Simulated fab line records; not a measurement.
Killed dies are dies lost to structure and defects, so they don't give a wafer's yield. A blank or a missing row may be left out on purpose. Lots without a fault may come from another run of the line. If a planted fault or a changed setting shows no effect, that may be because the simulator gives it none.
A single fault, viewed from 2 desks | flow sky130 | every desk sees just its own numbers, and what lay behind them comes last

== THE METROLOGY DESK ==
What the gauges read for every lot (on any tool): the sampled wafers with a number, averaged. A lot is out of limits, marked OUT, if its mean lies more than 4 standard deviations from the usual mean; the brackets give that distance.
Columns: A = VIA4_OVL at SKY_VIA4_OVL_MEAS_11, usual 0.5 nm
lot  | first seen here | A
L638 | day 42 15:22    | -1.0
L639 | day 42 18:43    | -0.4
L641 | day 43 13:13    | 0.2
L642 | day 44 04:13    | 1.9
L645 | day 45 01:59    | 2.6
L653 | day 47 02:16    | 0.7
L654 | day 47 05:58    | 1.1
L655 | day 47 07:40    | -0.0
L657 | day 47 17:28    | 2.0
L658 | day 47 23:53    | 0.0
L659 | day 48 01:46    | -0.3
L661 | day 48 19:22    | 0.3
This desk found nothing out of limits on any of the 12 lots.

== DESK OF THE TOOL OWNER: plasmaAsher-02 ==
The tool's own readings at SKY_METAL5_STRIP_16 (strips in O2/N2): means of the sampled wafers that have a number, for each lot that ran on this tool. A lot is out of limits, marked OUT, if its mean lies more than 4 standard deviations from the usual mean; the brackets give that distance.
Columns: A = drypumpMotorCurrentA at SKY_METAL5_STRIP_16, usual 5.8 A; B = oesProductAu at SKY_METAL5_STRIP_16, usual 0.710 a.u.; C = stripTimeToEndpointS at SKY_METAL5_STRIP_16, usual 13.08 s
lot  | first seen here | A   | B     | C
L638 | day 43 15:29    | 5.7 | 0.709 | 13.01
L645 | day 46 01:04    | 5.7 | 0.711 | 13.11
L653 | day 47 23:02    | 5.7 | 0.709 | 12.94
L654 | day 48 03:49    | 5.7 | 0.707 | 13.14
L655 | day 48 04:35    | 5.7 | 0.712 | 13.01
This desk found nothing out of limits on any of the 5 lots.

== TAKEN TOGETHER ==
Metrology desk: nothing out of limits seen.
The desk of the tool owner found nothing out of limits.

== WHAT WAS PUT IN BY THE SIMULATOR ==
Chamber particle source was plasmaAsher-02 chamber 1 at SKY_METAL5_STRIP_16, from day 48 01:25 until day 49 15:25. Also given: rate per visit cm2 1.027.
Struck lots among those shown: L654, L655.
